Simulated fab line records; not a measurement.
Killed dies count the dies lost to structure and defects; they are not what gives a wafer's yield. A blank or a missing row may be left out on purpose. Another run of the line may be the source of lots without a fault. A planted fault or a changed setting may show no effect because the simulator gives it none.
The tool behind it: which one? :: flow sky130 :: 38 wafers from 13 lots sampled at 4 of the route's 708 steps

WHAT THE GAUGES SHOWED, per wafer
SKY_FIELD_ISO_THK_MEAS_25. Usual: FIELD_ISO_CVD_24_THK gives 593 nm (standard deviation 7).
lot: L714
measured: day 2 11:05
on: film-metro-01
FIELD_ISO_CVD_24_THK (nm): 592 592 587
flag: 

lot: L715
measured: day 2 15:38
on: film-metro-03
FIELD_ISO_CVD_24_THK (nm): 597 606 592
flag: 

lot: L718
measured: day 3 06:19
on: film-metro-03
FIELD_ISO_CVD_24_THK (nm): 582 597 590
flag: 

lot: L720
measured: day 3 16:22
on: film-metro-03
FIELD_ISO_CVD_24_THK (nm): 587 599
flag: 

lot: L721
measured: day 3 22:01
on: film-metro-02
FIELD_ISO_CVD_24_THK (nm): 605 601 603
flag: 

lot: L726
measured: day 5 00:36
on: film-metro-02
FIELD_ISO_CVD_24_THK (nm): 583 584 595
flag: 

lot: L731
measured: day 5 23:39
on: film-metro-02
FIELD_ISO_CVD_24_THK (nm): 596 587 594
flag: 

lot: L732
measured: day 6 06:36
on: film-metro-01
FIELD_ISO_CVD_24_THK (nm): 593 600 595
flag: 

lot: L733
measured: day 6 09:32
on: film-metro-01
FIELD_ISO_CVD_24_THK (nm): 587 590 589
flag: 

lot: L734
measured: day 6 16:02
on: film-metro-03
FIELD_ISO_CVD_24_THK (nm): 610 601 594
flag: 

lot: L735
measured: day 6 20:41
on: film-metro-02
FIELD_ISO_CVD_24_THK (nm): 598 591 591
flag: 

lot: L736
measured: day 7 01:31
on: film-metro-01
FIELD_ISO_CVD_24_THK (nm): 590 592 577
flag: 

lot: L737
measured: day 7 08:10
on: film-metro-03
FIELD_ISO_CVD_24_THK (nm): 604 599 597
flag: 

SKY_LDD_P_CD_MEAS_07: the cd target is 380 nm. Usual: 380.5 nm for cd-nm, sd 2.6.
lot: L714
measured: day 20 15:05
on: cd-sem-02
cd-nm (nm): 386.0 383.3 383.5
flag: 

lot: L715
measured: day 20 14:40
on: cd-sem-02
cd-nm (nm): 381.0 380.5 380.9
flag: 

lot: L718
measured: day 20 22:23
on: cd-sem-02
cd-nm (nm): 375.7 379.1 375.7
flag: 

lot: L720
measured: day 21 12:38
on: cd-sem-02
cd-nm (nm): 383.1 378.7
flag: 

lot: L721
measured: day 21 12:21
on: cd-sem-01
cd-nm (nm): 382.8 380.7 380.9
flag: 

lot: L726
measured: day 24 04:28
on: cd-sem-02
cd-nm (nm): 379.0 380.0 379.4
flag: 

lot: L731
measured: day 25 07:38
on: cd-sem-02
cd-nm (nm): 383.3 382.1 381.5
flag: 

lot: L732
measured: day 25 06:49
on: cd-sem-01
cd-nm (nm): 379.4 376.8 376.0
flag: 

lot: L733
measured: day 25 14:19
on: cd-sem-02
cd-nm (nm): 378.3 377.0 379.4
flag: 

lot: L734
measured: day 26 20:14
on: cd-sem-01
cd-nm (nm): 379.5 378.7 377.8
flag: 

lot: L735
measured: day 26 20:03
on: cd-sem-02
cd-nm (nm): 379.3 378.6 379.1
flag: 

lot: L736
measured: day 26 21:43
on: cd-sem-02
cd-nm (nm): 380.9 381.8 380.0
flag: 

lot: L737
measured: day 27 05:23
on: cd-sem-02
cd-nm (nm): 384.2 384.1 382.8
flag: 

TOOL THAT RAN EACH LOT (tool first, then ch and the chambers of the sampled wafers, then the start)
lot: L714
SKY_VT_ADJUST_HVTR_STRIP_10: plasma-asher-02 ch 0,1, day 9 17:01
SKY_GATE_OXIDE_IMPLANT_11: implanter-03 ch 0, day 14 04:34

lot: L715
SKY_VT_ADJUST_HVTR_STRIP_10: plasma-asher-03 ch 0,1, day 10 02:26
SKY_GATE_OXIDE_IMPLANT_11: implanter-03 ch 0, day 14 11:28

lot: L718
SKY_VT_ADJUST_HVTR_STRIP_10: plasma-asher-02 ch 0,1, day 10 17:58
SKY_GATE_OXIDE_IMPLANT_11: implanter-03 ch 0, day 15 08:17

lot: L720
SKY_VT_ADJUST_HVTR_STRIP_10: plasma-asher-02 ch 0, day 11 08:14
SKY_GATE_OXIDE_IMPLANT_11: implanter-01 ch 0, day 16 00:35

lot: L721
SKY_VT_ADJUST_HVTR_STRIP_10: plasma-asher-03 ch 0,1, day 11 14:05
SKY_GATE_OXIDE_IMPLANT_11: implanter-03 ch 0, day 16 00:49

lot: L726
SKY_VT_ADJUST_HVTR_STRIP_10: plasma-asher-02 ch 0,1, day 13 08:02
SKY_GATE_OXIDE_IMPLANT_11: implanter-02 ch 0, day 18 15:36

lot: L731
SKY_VT_ADJUST_HVTR_STRIP_10: plasma-asher-01 ch 0,1, day 14 15:16
SKY_GATE_OXIDE_IMPLANT_11: implanter-02 ch 0, day 19 22:16

lot: L732
SKY_VT_ADJUST_HVTR_STRIP_10: plasma-asher-03 ch 0,1, day 14 21:13
SKY_GATE_OXIDE_IMPLANT_11: implanter-01 ch 0, day 19 21:57

lot: L733
SKY_VT_ADJUST_HVTR_STRIP_10: plasma-asher-01 ch 0,1, day 15 02:52
SKY_GATE_OXIDE_IMPLANT_11: implanter-01 ch 0, day 20 07:49

lot: L734
SKY_VT_ADJUST_HVTR_STRIP_10: plasma-asher-01 ch 0,1, day 15 12:23
SKY_GATE_OXIDE_IMPLANT_11: implanter-03 ch 0, day 20 19:17

lot: L735
SKY_VT_ADJUST_HVTR_STRIP_10: plasma-asher-03 ch 0,1, day 15 20:25
SKY_GATE_OXIDE_IMPLANT_11: implanter-02 ch 0, day 21 08:03

lot: L736
SKY_VT_ADJUST_HVTR_STRIP_10: plasma-asher-01 ch 0,1, day 16 07:18
SKY_GATE_OXIDE_IMPLANT_11: implanter-01 ch 0, day 21 15:57

lot: L737
SKY_VT_ADJUST_HVTR_STRIP_10: plasma-asher-02 ch 0,1, day 16 15:34
SKY_GATE_OXIDE_IMPLANT_11: implanter-01 ch 0, day 21 23:17
- SKY_VT_ADJUST_HVTR_STRIP_10: strips in O2/N2.
- SKY_GATE_OXIDE_IMPLANT_11

AS READ BY THE TOOLS THEMSELVES (means over the sampled wafers that have a number; for cases with no such wafer, the mark the record gives instead)
SKY_VT_ADJUST_HVTR_STRIP_10. Usual: drypump-motor-current-A 5.7 A, standard deviation 0.35; oes-product-au 0.715 a.u., standard deviation 0.0047; strip-time-to-endpoint-s 14.17 s, standard deviation 0.043.
lot: L714
tool: plasma-asher-02
drypump-motor-current-A (A): 5.9
oes-product-au (a.u.): 0.716
strip-time-to-endpoint-s (s): 14.11
flag: 

lot: L715
tool: plasma-asher-03
drypump-motor-current-A (A): 5.5
oes-product-au (a.u.): 0.713
strip-time-to-endpoint-s (s): 14.22
flag: 

lot: L718
tool: plasma-asher-02
drypump-motor-current-A (A): 5.6
oes-product-au (a.u.): 0.719
strip-time-to-endpoint-s (s): 14.15
flag: 

lot: L720
tool: plasma-asher-02
drypump-motor-current-A (A): 5.3
oes-product-au (a.u.): 0.716
strip-time-to-endpoint-s (s): 14.16
flag: 

lot: L721
tool: plasma-asher-03
drypump-motor-current-A (A): 5.8
oes-product-au (a.u.): 0.718
strip-time-to-endpoint-s (s): 14.19
flag: 

lot: L726
tool: plasma-asher-02
drypump-motor-current-A (A): 5.9
oes-product-au (a.u.): 0.720
strip-time-to-endpoint-s (s): 14.13
flag: 

lot: L731
tool: plasma-asher-01
drypump-motor-current-A (A): 5.8
oes-product-au (a.u.): 0.717
strip-time-to-endpoint-s (s): 14.14
flag: 

lot: L732
tool: plasma-asher-03
drypump-motor-current-A (A): 5.8
oes-product-au (a.u.): 0.709
strip-time-to-endpoint-s (s): 14.19
flag: 

lot: L733
tool: plasma-asher-01
drypump-motor-current-A (A): 5.7
oes-product-au (a.u.): 0.719
strip-time-to-endpoint-s (s): 14.19
flag: 

lot: L734
tool: plasma-asher-01
drypump-motor-current-A (A): 5.8
oes-product-au (a.u.): 0.716
strip-time-to-endpoint-s (s): 14.14
flag: 

lot: L735
tool: plasma-asher-03
drypump-motor-current-A (A): 5.5
oes-product-au (a.u.): 0.716
strip-time-to-endpoint-s (s): 14.18
flag: 

lot: L736
tool: plasma-asher-01
drypump-motor-current-A (A): 5.8
oes-product-au (a.u.): 0.716
strip-time-to-endpoint-s (s): 14.18
flag: 

lot: L737
tool: plasma-asher-02
drypump-motor-current-A (A): 5.6
oes-product-au (a.u.): 0.721
strip-time-to-endpoint-s (s): 14.16
flag: 

SKY_GATE_OXIDE_IMPLANT_11. Usual: beam-on-s 9.99 s, standard deviation 0.22; faraday-current-uA 14.7, standard deviation 0.31.
lot: L714
tool: implanter-03
beam-on-s (s): 10.19
faraday-current-uA: 14.4
flag: 

lot: L715
tool: implanter-03
beam-on-s (s): 9.81
faraday-current-uA: 15.0
flag: 

lot: L718
tool: implanter-03
beam-on-s (s): 10.08
faraday-current-uA: 14.5
flag: 

lot: L720
tool: implanter-01
beam-on-s (s): 10.93
faraday-current-uA: 13.4
flag: OFF

lot: L721
tool: implanter-03
beam-on-s (s): 9.96
faraday-current-uA: 14.8
flag: 

lot: L726
tool: implanter-02
beam-on-s (s): 9.95
faraday-current-uA: 14.8
flag: 

lot: L731
tool: implanter-02
beam-on-s (s): 9.85
faraday-current-uA: 14.9
flag: 

lot: L732
tool: implanter-01
beam-on-s (s): 10.10
faraday-current-uA: 14.6
flag: 

lot: L733
tool: implanter-01
beam-on-s (s): 10.00
faraday-current-uA: 14.7
flag: 

lot: L734
tool: implanter-03
beam-on-s (s): 10.01
faraday-current-uA: 14.6
flag: 

lot: L735
tool: implanter-02
beam-on-s (s): 9.90
faraday-current-uA: 14.8
flag: 

lot: L736
tool: implanter-01
beam-on-s (s): 9.98
faraday-current-uA: 14.8
flag: 

lot: L737
tool: implanter-01
beam-on-s (s): 10.01
faraday-current-uA: 14.6
flag: 

THE ANSWER, worked out from the rows above alone
Rule: a lot is off if the mean of its wafers that have a number lies more than 3 standard deviations from the usual mean. A lot without any number at a reading at which 4 lots or more have one is off too. Any other lot the step has rows for is counted as sound. Order of review: gauges by route order, followed by the tools' own readings, for which a lot's mean as printed above is used. At the first step where some lot is off, the reading lying furthest off is the one used; lots without a number count as furthest.
Off: L720 (SKY_GATE_OXIDE_IMPLANT_11, beam-on-s).
If a tool, at that step or one of the process steps before it, ran each lot that is off and ran no sound lot following the first of them, it fits. Not one of the candidates tried fits.

WHAT THE SIMULATOR PUT IN
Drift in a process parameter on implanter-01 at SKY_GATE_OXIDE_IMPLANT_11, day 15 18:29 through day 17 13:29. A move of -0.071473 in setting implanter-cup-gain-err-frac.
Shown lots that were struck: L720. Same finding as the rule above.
